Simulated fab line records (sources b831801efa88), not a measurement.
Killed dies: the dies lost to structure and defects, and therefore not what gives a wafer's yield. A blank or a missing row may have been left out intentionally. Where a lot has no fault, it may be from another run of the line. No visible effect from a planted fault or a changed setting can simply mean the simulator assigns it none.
Matching of chambers | flow gf180mcu | 4 sister chambers for GF_V5_CMP_04 on cmp-02
The step polishes SiO2. 4 wafers are shown with their chamber, then 11 later ones without.

== EACH WAFER AND ITS CHAMBER ==
wafer  | chamber | motorCurrentA (A)
L590.2 | 2       | 11.2
L600.5 | 1       | 11.3
L602.5 | 3       | 12.9
L603.1 | 0       | 14.4

== WAFERS WITHOUT THEIR CHAMBER ==
wafer  | motorCurrentA (A)
L603.2 | 10.8
L603.5 | 11.7
L605.1 | 14.0
L605.3 | 12.6
L605.5 | 14.6
L606.1 | 14.0
L606.4 | 11.3
L606.5 | 11.5
L607.2 | 12.2
L607.5 | 11.2
L607.6 | 12.7

== WHICH CHAMBER EACH ONE RAN IN ==
wafer  | from the rows above          | in truth
L603.2 | can't be placed: 2 or 1      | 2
L603.5 | can't be placed: 1 or 2      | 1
L605.1 | 0                            | 0
L605.3 | 3                            | 3
L605.5 | 0                            | 0
L606.1 | 0                            | 0
L606.4 | can't be placed: 1 or 2      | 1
L606.5 | can't be placed: 1 or 2      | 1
L607.2 | can't be placed: 3 or 1 or 2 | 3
L607.5 | can't be placed: 2 or 1      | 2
L607.6 | 3                            | 3
Placed correctly: 5 of 11. Not placeable from these rows: 6 (in 6, the candidates include the true chamber). 0 placed wrongly.
How it was worked out, from the rows above alone: a wafer's distance from a chamber is the root of the sum, over the readings, of the square of ((its reading less the chamber's mean) divided by the reading's scatter). If the next closest chamber is less than 2 further off than the closest, the wafer can't be placed; otherwise it belongs to the closest. For every chamber, the mean is computed from those of its wafers that are shown. The scatter: with one shown wafer a chamber, the root of the mean of the squares of how far each hidden wafer lies from its nearest shown one.
